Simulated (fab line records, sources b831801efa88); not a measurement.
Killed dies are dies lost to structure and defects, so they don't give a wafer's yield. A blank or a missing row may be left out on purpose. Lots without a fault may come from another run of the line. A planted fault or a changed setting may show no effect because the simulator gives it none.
fab line records | flow sfq_line | part 2 of 2: steps 30 to 38 of 38
record lots=5 wafers=15 last_day=92
route steps=325 shown M1@68 I1@73 M2@88 I2@103
lots that met no fault: from a run of the same line without faults
start_h: hours from the record's first day to the start of the lot's first wafer shown | wait_h: hours since the lot's step before | " the same as in the row above | L1.1+2: a row that stands for several wafers | - no value, or no start given | * or withheld: withheld | < > ~ a bound
route shown NAME@n: a module of which the file shows steps, and the number in the route of the first | usual: mean/standard deviation of fault-free wafers | same: alike in all rows | chamber/n: place in a boat | sites: the reading at each site | _std_site: their standard deviation | _edge_site: outer sites' mean less inner sites' | radius_mm: how far each site lies from the wafer's centre | mask NAME#n: copy n | behind: the tool/chamber that last shaped the wafer | hold: why the lot was held/for how many hours/how that ended | device: the transistor (n, p or np) that didn't switch | end of line: the same wafers' tests at the end of the route | a step without rows: its recipe alone | killed: dies lost to structure and defects at the first sort, not the wafer's yield | map: a wafer's dies, x killed, . not, _ none there
set.NAME: the setting as run; set.NAME@STEP: as run at that earlier step | model.NAME: the simulator's own value behind a step, which no gauge read
lots at some steps of the route; a table a step, a row a wafer
services: from which hour (start_h, from the record's first day; less than 0 if before it) a tool's chamber was out of use, for how many hours, and why
## steps
# step SFQ_M2_OVL_MEAS_916
# usual M2_OVL=-2/5.6
# columns lot.wafer tool chamber start_h wait_h M2_OVL[nm]
L080.2 overlay-01 - 894.22 0.1 -6
L080.4 " - " " -6
L080.6 " - " " -1
L086.2 overlay-01 - 934.44 0.1 -1
L086.5 " - " " 1
L086.6 " - " " 0
L088.2 overlay-01 - 936.84 0.1 -5
L088.4 " - " " -4
L088.6 " - " " -1
L094.2 overlay-02 - 950.04 0.1 1
L094.4 " - " " 4
L094.5 " - " " -2
L095.1 overlay-01 - 951.23 0.1 -13
L095.5 " - " " -5
L095.6 " - " " -13
# step SFQ_TRILAYER_M2_BARC_OPEN_METAL_ETCH_077
# recipe mask_material=PR chemistry=O2 target_depth_nm=125 target=BARC icp_w=600 bias_w=80 pressure_mtorr=10 time_s=41.7
# usual drypump_motor_current_A=6.09/0.3 oes_product_au=0.685/0.0049
# columns lot.wafer tool chamber start_h wait_h drypump_motor_current_A oes_product_au rf_hours_counter_h
L080.2 rie_metal-03 1 894.25 0.0 5.73 0.678 121
L080.4 " 0 " " 6.60 0.685 -
L080.6 " 1 " " 5.74 0.683 -
L086.2 rie_metal-03 0 934.47 0.0 6.59 0.687 140
L086.5 " 0 " " 6.59 0.692 -
L086.6 " 1 " " 5.75 0.688 -
L088.2 rie_metal-02 0 936.87 0.0 6.25 0.692 11
L088.4 " 1 " " 5.89 0.685 -
L088.6 " 1 " " 5.89 0.687 -
L094.2 rie_metal-02 1 950.07 0.0 5.90 0.689 120
L094.4 " 1 " " 5.91 0.690 -
L094.5 " 0 " " 6.25 0.687 -
L095.1 rie_metal-03 0 951.27 0.0 6.57 0.684 142
L095.5 " 0 " " 6.58 0.680 -
L095.6 " 1 " " 5.73 0.679 -
# step SFQ_TRILAYER_M2_ETCH_METAL_ETCH_060
# recipe target=Nb stop_on=SiO2 mask_material=PR chemistry=Cl2/Ar target_depth_nm=240 icp_w=600 bias_w=80 pressure_mtorr=10 time_s=120
# usual drypump_motor_current_A=6.09/0.3 oes_product_au=0.895/0.0085
# columns lot.wafer tool chamber start_h wait_h drypump_motor_current_A oes_product_au rf_hours_counter_h
L080.2 rie_metal-03 1 894.30 0.0 5.75 0.904 122
L080.4 " 0 " " 6.63 0.901 -
L080.6 " 1 " " 5.73 0.902 -
L086.2 rie_metal-03 0 934.53 0.0 6.60 0.887 140
L086.5 " 0 " " 6.63 0.879 -
L086.6 " 1 " " 5.73 0.881 -
L088.2 rie_metal-02 0 936.93 0.0 6.25 0.890 11
L088.4 " 1 " " 5.88 0.893 -
L088.6 " 1 " " 5.93 0.896 -
L094.2 rie_metal-02 1 950.13 0.0 5.88 0.893 120
L094.4 " 1 " " 5.87 0.901 -
L094.5 " 0 " " 6.25 0.893 -
L095.1 rie_metal-03 0 951.33 0.0 6.61 0.886 142
L095.5 " 0 " " 6.59 0.888 -
L095.6 " 1 " " 5.74 0.896 -
# step SFQ_TRILAYER_M2_STRIP_STRIP_061
# recipe gas=O2 power_w=200 platen_temp_c=40 overash_fraction=0.65 chemistry=O2 pressure_mtorr=50
# usual drypump_motor_current_A=6.09/0.3 oes_product_au=1.000/0.0097
# columns lot.wafer tool chamber start_h wait_h drypump_motor_current_A oes_product_au rf_hours_counter_h
L080.2 rie_metal-03 1 894.43 0.1 5.73 1.006 122
L080.4 " 0 " " 6.59 0.993 -
L080.6 " 1 " " 5.73 0.991 -
L086.2 rie_metal-03 0 934.65 0.1 6.60 0.986 140
L086.5 " 0 " " 6.58 0.988 -
L086.6 " 1 " " 5.74 0.989 -
L088.2 rie_metal-02 0 937.05 0.1 6.24 1.017 12
L088.4 " 1 " " 5.90 1.002 -
L088.6 " 1 " " 5.86 1.003 -
L094.2 rie_metal-02 1 950.25 0.1 5.92 0.997 120
L094.4 " 1 " " 5.87 0.992 -
L094.5 " 0 " " 6.27 1.010 -
L095.1 rie_metal-03 0 951.45 0.1 6.62 0.983 142
L095.5 " 0 " " 6.66 0.983 -
L095.6 " 1 " " 5.71 0.996 -
# step SFQ_TRILAYER_M2_STRIP_SOLV_CLEAN_062
# recipe chemistry=NMP temp_c=70 time_s=600
# columns lot.wafer tool chamber start_h wait_h
L080.2+4+6 wet_bench-02 2,3,1 895.03 0.4
L086.2+5+6 wet_bench-03 4,0,1 935.25 0.4
L088.2+4+6 wet_bench-01 4,0,5 937.65 0.4
L094.2+4+5 wet_bench-01 0,1,2 950.85 0.4
L095.1+5+6 wet_bench-03 5,1,2 952.05 0.4
# step SFQ_TRILAYER_I2_DEP_PECVD_063
# recipe material=SiO2 temp_c=150 time_s=111.11 pressure_torr=2.4 rf_w=183.3 precursor=SiH4/N2O target_thk_nm=500
# usual heater_power_w=86/18 throttle_valve_pct=24.4/1.5
# columns lot.wafer tool chamber start_h wait_h heater_power_w throttle_valve_pct
L080.2 pecvd-04 1 895.20 0.0 71 24.3
L080.4 " 2 " " 86 22.7
L080.6 " 0 " " 75 23.0
L086.2 pecvd-03 1 935.45 0.0 104 24.7
L086.5 " 1 " " 106 24.6
L086.6 " 2 " " 88 27.0
L088.2 pecvd-03 2 938.00 0.0 83 27.2
L088.4 " 0 " " 89 23.3
L088.6 " 2 " " 85 26.9
L094.2 pecvd-03 1 951.20 0.0 116 24.8
L094.4 " 2 " " 88 27.4
L094.5 " 1 " " 119 24.7
L095.1 pecvd-04 2 952.23 0.0 78 22.8
L095.5 " 2 " " 81 22.7
L095.6 " 0 " " 66 23.2
# step SFQ_TRILAYER_I2_CMP_CMP_064
# recipe material=SiO2 down_force_psi=3 platen_rpm=60 pad_velocity_m_s=0.94248
# usual motor_current_A=10.4/1.3 slurry_filter_dp_kPa=13.49/0.13 time_to_endpoint_s=215/6.8
# columns lot.wafer tool chamber start_h wait_h motor_current_A slurry_filter_dp_kPa time_to_endpoint_s
L080.2 cmp-02 1 895.78 0.5 13.7 13.46 216
L080.4 " 2 " " 9.7 13.45 212
L080.6 " 0 897.28 2.0 8.5 13.42 217
L086.2 cmp-01 3 937.42 1.9 9.8 13.27 212
L086.5 " 1 938.42 2.9 11.3 13.50 229
L086.6 " 2 " " 9.7 13.39 222
L088.4 cmp-01 0 939.42 1.3 9.9 13.52 215
L088.2 " 3 940.92 2.9 9.5 13.44 209
L088.6 " 0 " " 9.8 13.63 211
L094.4 cmp-02 3 953.51 2.2 10.1 13.56 215
L094.2 " 1 954.51 3.3 13.6 13.43 214
L094.5 " 3 955.51 4.2 10.8 13.47 214
L095.1 cmp-01 2 955.42 3.2 9.7 13.59 208
L095.6 " 0 956.42 4.1 10.0 13.33 213
L095.5 " 1 " " 11.2 13.59 216
# step SFQ_I2_BOW_MEAS_917
# recipe mode=bow
# usual I2_BOW=3/8.4
# columns lot.wafer tool chamber start_h wait_h I2_BOW[um]
L080.2 film_metro-02 - 898.30 2.0 1
L080.4 " - " " 1
L080.6 " - " " 16
L086.2 film_metro-04 - 939.44 1.5 0
L086.5 " - " " -6
L086.6 " - " " 4
L088.2 film_metro-03 - 942.44 1.0 10
L088.4 " - " " 12
L088.6 " - " " 3
L094.2 film_metro-03 - 956.53 1.5 6
L094.4 " - " " 20
L094.5 " - " " -1
L095.1 film_metro-04 - 957.42 1.5 -7
L095.5 " - " " 10
L095.6 " - " " 4
# step SFQ_TRILAYER_I2_METRO_MEASURE_065
# usual thk_nm=199.9/1
# columns lot.wafer tool chamber start_h wait_h thk_nm
L080.2 film_metro-02 - 898.60 0.3 200.7
L080.4 " - " " 200.0
L080.6 " - " " 199.3
L086.2 film_metro-04 - 939.74 0.3 199.1
L086.5 " - " " 200.3
L086.6 " - " " 199.8
L088.2 film_metro-03 - 942.74 0.3 197.4
L088.4 " - " " 199.4
L088.6 " - " " 198.5
L094.2 film_metro-03 - 956.83 0.3 200.6
L094.4 " - " " 198.2
L094.5 " - " " 198.7
L095.1 film_metro-04 - 957.54 0.1 201.9
L095.5 " - " " 200.9
L095.6 " - " " 200.8
## services
# columns tool chamber start_h hours kind
cmp-01 - 563.00 7.4 pm
cmp-01 - 567.55 2.3 repair
rie_metal-02 0 567.94 16.1 repair
krf_scanner-02 - 568.89 1.3 pm
cmp-01 - 573.42 5.6 pm
rie_metal-02 - 578.56 2.8 pm
cmp-01 - 579.01 4.0 pm
rie_metal-03 1 620.79 26.3 repair
rie_metal-02 1 625.76 4.1 repair
rie_metal-04 0 638.15 20.5 repair
rie_metal-04 - 673.22 1.6 repair
pvd_sputter-06 - 721.54 3.2 repair
pvd_sputter-06 - 722.54 1.9 repair
cmp-01 - 725.82 2.9 repair
cmp-01 - 761.89 0.6 repair
pvd_sputter-06 - 786.74 2.8 repair
wet_bench-02 - 834.07 4.4 pm
rie_metal-03 - 849.43 2.8 pm
rie_metal-02 - 856.69 1.8 repair
rie_metal-02 0 857.51 29.8 repair
rie_metal-02 0 904.56 2.7 repair
rie_metal-03 - 914.82 2.3 repair
cmp-01 - 919.01 4.0 pm
pvd_sputter-06 - 955.87 4.4 repair
